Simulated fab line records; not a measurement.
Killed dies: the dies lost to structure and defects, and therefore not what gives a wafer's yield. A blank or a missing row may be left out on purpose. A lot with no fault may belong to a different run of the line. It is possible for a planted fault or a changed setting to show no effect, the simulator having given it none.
fab line records | flow gf180mcu
record: lots: 6 | wafers: 18 | lastDay: 34
route steps=602 shown V3@430
lots untouched by any fault: they come from a run of this same line in which no faults occurred
startH: the number of hours between the record's first day and the start of the first shown wafer of the lot | waitH: hours elapsed since this lot's preceding step | " the same as in the row above | L1.1+2: several wafers, shown together as one row | - no value, or no start given | * or withheld: withheld | < > ~ a bound
route shown NAME@n: names a module that has steps shown in the file, with the first one's number in the route | usual: average and standard deviation across the fault-free wafers | same: alike in all rows | chamber/n: place in a boat | sites: each site's reading | _std_site: standard deviation of those values | _edge_site: inner sites' mean taken away from outer sites' mean | radiusMm: how far each site lies from the wafer's centre | mask NAME#n: copy n | behind: the last tool/chamber to shape the wafer | hold: the reason the lot was held/the length of the hold in hours/how it ended | device: which transistor (n, p or np) failed to switch | end of line: tests of these same wafers at the route's end | where a step has no rows: the recipe by itself | killed: not the wafer's yield, but the dies lost to structure and defects at the first sort | map: the dies of a wafer, with x for killed, . for not killed, _ for no die there
set.NAME: the run value of the setting; set.NAME@STEP: its run value at that earlier step | model.NAME: the simulator's own value behind a step, which no gauge read
a table for each step, a row for each wafer; lots at some steps of the route
services: when a tool's chamber went out of use (startH, in hours from the record's first day, below 0 if earlier), for how many hours, and the reason
== steps ==
step: GF_V3_THK_MEAS_01
recipe: reads: SiO2_of_V3_CVD_00
usual: V3_CVD_00_THK: 599/6.8
lot.wafer | tool         | chamber | startH | waitH | V3_CVD_00_THK[nm]
L671.1    | filmMetro-04 | -       | 540.96 | 0.0   | 605
L671.2    | "            | -       | "      | "     | 591
L671.3    | "            | -       | "      | "     | 597
L679.2    | filmMetro-04 | -       | 601.57 | 0.0   | 591
L679.3    | "            | -       | "      | "     | 599
L679.4    | "            | -       | "      | "     | 593
L680.1    | filmMetro-02 | -       | 606.07 | 0.0   | 589
L680.2    | "            | -       | "      | "     | 597
L680.6    | "            | -       | "      | "     | 594
L682.1    | filmMetro-01 | -       | 623.23 | 0.0   | 601
L682.4    | "            | -       | "      | "     | 602
L682.6    | "            | -       | "      | "     | 605
L683.1    | filmMetro-01 | -       | 628.70 | 0.0   | 593
L683.3    | "            | -       | "      | "     | 592
L683.5    | "            | -       | "      | "     | 592
L687.1    | filmMetro-04 | -       | 658.10 | 0.0   | 594
L687.4    | "            | -       | "      | "     | 595
L687.5    | "            | -       | "      | "     | 584
step: GF_V3_CVD_02
recipe: material: SiO2 | targetThkNm: 850 | precursor: TEOS | tempC: 400 | timeS: 94.851 | rfW: 600
usual: heaterPowerW: 664/98 | susceptorTempC: 400.01/0.21
lot.wafer | tool     | chamber | startH | waitH | heaterPowerW | susceptorTempC
L671.1    | pecvd-01 | 2       | 541.02 | 0.1   | 779          | 399.94
L671.2    | "        | 1       | "      | "     | 718          | 399.56
L671.3    | "        | 0       | "      | "     | 739          | 399.91
L679.2    | pecvd-02 | 1       | 601.62 | 0.0   | 716          | 400.14
L679.3    | "        | 2       | "      | "     | 598          | 399.85
L679.4    | "        | 2       | "      | "     | 498          | 400.00
L680.1    | pecvd-04 | 0       | 606.13 | 0.1   | 632          | 400.08
L680.2    | "        | 2       | "      | "     | 562          | 400.08
L680.6    | "        | 2       | "      | "     | 594          | 399.95
L682.1    | pecvd-02 | 1       | 623.29 | 0.1   | 712          | 400.02
L682.4    | "        | 1       | "      | "     | 729          | 400.07
L682.6    | "        | 0       | "      | "     | 638          | 399.79
L683.1    | pecvd-01 | 1       | 628.76 | 0.1   | 592          | 399.75
L683.3    | "        | 2       | "      | "     | 807          | 400.11
L683.5    | "        | 0       | "      | "     | 725          | 400.11
L687.1    | pecvd-02 | 0       | 658.16 | 0.1   | 599          | 399.93
L687.4    | "        | 2       | "      | "     | 621          | 399.93
L687.5    | "        | 1       | "      | "     | 750          | 400.12
step: GF_V3_THK_MEAS_03
recipe: reads: SiO2_of_V3_CVD_02
usual: V3_CVD_02_THK: 849/9.7
lot.wafer | tool         | chamber | startH | waitH | V3_CVD_02_THK[nm]
L671.1    | filmMetro-02 | -       | 541.09 | 0.0   | 841
L671.2    | "            | -       | "      | "     | 839
L671.3    | "            | -       | "      | "     | 842
L679.2    | filmMetro-01 | -       | 601.70 | 0.0   | 859
L679.3    | "            | -       | "      | "     | 854
L679.4    | "            | -       | "      | "     | 866
L680.1    | filmMetro-04 | -       | 606.20 | 0.0   | 834
L680.2    | "            | -       | "      | "     | 840
L680.6    | "            | -       | "      | "     | 859
L682.1    | filmMetro-01 | -       | 623.36 | 0.0   | 845
L682.4    | "            | -       | "      | "     | 848
L682.6    | "            | -       | "      | "     | 854
L683.1    | filmMetro-04 | -       | 628.83 | 0.0   | 841
L683.3    | "            | -       | "      | "     | 837
L683.5    | "            | -       | "      | "     | 841
L687.1    | filmMetro-02 | -       | 658.23 | 0.0   | 832
L687.4    | "            | -       | "      | "     | 858
L687.5    | "            | -       | "      | "     | 861
step: GF_V3_CMP_04
recipe: material: SiO2 | downForcePsi: 4 | platenRpm: 60 | padVelocityMS: 0.94248
usual: headPressurePsi: 4.001/0.0092 | motorCurrentA: 12.6/1.3 | timeToEndpointS: 80/4.6
lot.wafer | tool   | chamber | startH | waitH | headPressurePsi | motorCurrentA | timeToEndpointS
L671.2    | cmp-01 | 2       | 541.15 | 0.0   | 4.013           | 12.8          | 75
L671.1    | "      | 3       | "      | "     | 4.000           | 11.2          | 77
L671.3    | "      | 1       | "      | "     | 3.991           | 11.5          | 76
L679.4    | cmp-01 | 1       | 601.87 | 0.1   | 4.012           | 11.9          | 83
L679.2    | "      | 2       | "      | "     | 3.997           | 12.0          | 79
L679.3    | "      | 0       | "      | "     | 3.995           | 13.7          | 76
L680.1    | cmp-01 | 2       | 606.31 | 0.1   | 4.007           | 12.4          | 71
L680.2    | "      | 3       | "      | "     | 3.999           | 11.0          | 77
L680.6    | "      | 2       | "      | "     | 4.005           | 12.3          | 81
L682.1    | cmp-01 | 1       | 623.61 | 0.2   | 4.017           | 11.1          | 78
L682.4    | "      | 0       | "      | "     | 4.003           | 13.8          | 80
L682.6    | "      | 1       | "      | "     | 4.015           | 11.3          | 80
L683.1    | cmp-01 | 3       | 628.89 | 0.1   | 4.010           | 11.2          | 77
L683.3    | "      | 2       | "      | "     | 3.993           | 12.8          | 75
L683.5    | "      | 3       | "      | "     | 3.999           | 11.0          | 74
L687.1    | cmp-01 | 2       | 658.29 | 0.1   | 4.005           | 12.0          | 73
L687.4    | "      | 1       | "      | "     | 4.000           | 11.8          | 84
L687.5    | "      | 3       | "      | "     | 4.007           | 10.4          | 86
step: GF_V3_BOW_MEAS_05
recipe: mode: bow
usual: V3_BOW: 117/9
lot.wafer | tool         | chamber | startH | waitH | V3_BOW[um]
L671.1    | filmMetro-04 | -       | 541.60 | 0.4   | 127
L671.2    | "            | -       | "      | "     | 107
L671.3    | "            | -       | "      | "     | 105
L679.2    | filmMetro-01 | -       | 602.19 | 0.2   | 117
L679.3    | "            | -       | "      | "     | 124
L679.4    | "            | -       | "      | "     | 124
L680.1    | filmMetro-04 | -       | 606.56 | 0.2   | 106
L680.2    | "            | -       | "      | "     | 118
L680.6    | "            | -       | "      | "     | 112
L682.1    | filmMetro-02 | -       | 623.91 | 0.2   | 115
L682.4    | "            | -       | "      | "     | 115
L682.6    | "            | -       | "      | "     | 122
L683.1    | filmMetro-01 | -       | 629.19 | 0.2   | 118
L683.3    | "            | -       | "      | "     | 118
L683.5    | "            | -       | "      | "     | 108
L687.1    | filmMetro-01 | -       | 658.59 | 0.2   | 127
L687.4    | "            | -       | "      | "     | 127
L687.5    | "            | -       | "      | "     | 128
step: GF_V3_DEHYDRATE_06
recipe: tempC: 200 | timeS: 60
step: GF_V3_HMDS_07
recipe: primeTimeS: 60 | primeTempC: 120
step: GF_V3_COAT_08
recipe: resist: BARC | tempC: withheld | timeS: withheld | spinRpm: withheld | resistThkNm: withheld
step: GF_V3_COAT_09
recipe: resist: KrF | spinRpm: withheld | resistThkNm: 1000
step: GF_V3_SOFTBAKE_10
recipe: tempC: 130 | timeS: 60 | resist: KrF
step: GF_V3_EXPOSE_11
recipe: maskId: Via3 | targetCdNm: 260 | na: 0.68 | sourceShape: conventional | sigmaOuter: 0.6 | doseMj: 38
step: GF_V3_PEB_12
recipe: pebTempC: 135 | pebTimeS: 90 | resist: KrF
step: GF_V3_DEVELOP_13
recipe: developTimeS: 60 | resist: KrF | devTempC: 21
usual: chillPlateTempC: 23.01/0.096 | developTimeS: 60/0
lot.wafer | tool          | chamber | startH | waitH | chillPlateTempC | developTimeS | model.KrF_of_V3_COAT_09.thkNm
L671.1    | lithoTrack-03 | 0       | 563.73 | 0.2   | 23.04           | 60           | 984
L671.2    | "             | 0       | "      | "     | 23.20           | 60           | 984.6
L671.3    | "             | 0       | "      | "     | 23.14           | 60           | 984.6
L679.2    | lithoTrack-01 | -       | 622.44 | 0.2   | -               | -            | 1004
L679.3    | "             | -       | "      | "     | -               | -            | 1000
L679.4    | "             | -       | "      | "     | -               | -            | 1002
L680.1    | lithoTrack-01 | -       | 626.71 | 0.2   | -               | -            | 1008
L680.2    | "             | -       | "      | "     | -               | -            | 1005
L680.6    | "             | -       | "      | "     | -               | -            | 1010
L682.1    | lithoTrack-01 | 0       | 643.91 | 0.2   | 23.15           | 60           | 988.2
L682.4    | "             | 0       | "      | "     | 22.93           | 60           | 986.3
L682.6    | "             | 0       | "      | "     | 23.14           | 60           | 987.3
L683.1    | lithoTrack-01 | 0       | 649.01 | 0.2   | 22.98           | 60           | 987.5
L683.3    | "             | 0       | "      | "     | 23.12           | 60           | 988.5
L683.5    | "             | 0       | "      | "     | 22.99           | 60           | 991
L687.1    | lithoTrack-01 | 0       | 677.16 | 0.2   | 22.93           | 60           | 982.2
L687.4    | "             | 0       | "      | "     | 22.88           | 60           | 982.9
L687.5    | "             | 0       | "      | "     | 23.05           | 60           | 979.9
step: GF_V3_CD_MEAS_14
recipe: targetCdNm: 260
usual: cdNm: 260.0/1.2
lot.wafer | tool     | chamber | startH | waitH | cdNm
L671.1    | cdSem-02 | -       | 563.88 | 0.1   | 260.4
L671.2    | "        | -       | "      | "     | 259.1
L671.3    | "        | -       | "      | "     | 260.5
L679.2    | cdSem-02 | -       | 622.58 | 0.1   | -
L679.3    | "        | -       | "      | "     | -
L679.4    | "        | -       | "      | "     | -
L680.1    | cdSem-01 | -       | 626.86 | 0.1   | -
L680.2    | "        | -       | "      | "     | -
L680.6    | "        | -       | "      | "     | -
L682.1    | cdSem-02 | -       | 644.06 | 0.1   | 258.7
L682.4    | "        | -       | "      | "     | 260.0
L682.6    | "        | -       | "      | "     | 258.3
L683.1    | cdSem-02 | -       | 649.16 | 0.1   | 258.7
L683.3    | "        | -       | "      | "     | 259.5
L683.5    | "        | -       | "      | "     | 260.1
L687.1    | cdSem-02 | -       | 677.31 | 0.1   | 260.1
L687.4    | "        | -       | "      | "     | 259.7
L687.5    | "        | -       | "      | "     | 260.2
== services ==
tool     | chamber | startH | hours | kind
pecvd-01 | -       | 537.42 | 2.8   | pm
cmp-01   | -       | 554.27 | 1.6   | repair
cmp-01   | -       | 560.98 | 0.4   | repair
pecvd-02 | -       | 567.50 | 0.5   | repair
cmp-01   | -       | 572.30 | 4.0   | pm
cmp-01   | -       | 576.30 | -     | consumableReplace:conditioner
cmp-01   | -       | 576.30 | -     | consumableReplace:pad
cmp-01   | -       | 579.03 | 9.4   | pm
cmp-01   | -       | 588.46 | 5.2   | pm
pecvd-01 | 0       | 601.66 | 13.7  | repair
pecvd-04 | 1       | 609.74 | 12.6  | repair
pecvd-01 | -       | 611.50 | 1.8   | repair
pecvd-02 | -       | 628.82 | 14.6  | pm
pecvd-04 | 0       | 633.01 | 9.3   | repair
== key ==
firstSign: step: GF_V3_DEVELOP_13 | reading: toolRecord | direction: missing
effect none on later readings
modelEffect: step: GF_V3_DEVELOP_13 | value: KrF_of_V3_COAT_09.thkNm | without: 990 | struck: 1005
metAt GF_V3_DEVELOP_13
struckWafers L679.2,L679.3,L679.4,L680.1,L680.2,L680.6
laterRowsLeftOut L679.2,L679.3,L679.4,L680.1,L680.2,L680.6
sortLeftOut L679.2,L679.3,L679.4,L680.1,L680.2,L680.6
fault: kind: skippedStepWhole | tool: lithoTrack-01 | chamber: - | onsetH: 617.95 | steps: GF_V3_DEVELOP_13 | scope: struckLotsOnly
sortLeftOut: the simulated sort isn't trusted on such a fault, so these wafers' sort isn't shown, and their yield isn't known
laterRowsLeftOut: the simulator's readings of these wafers behind a module that went badly wrong aren't trusted and aren't shown, but for the sort
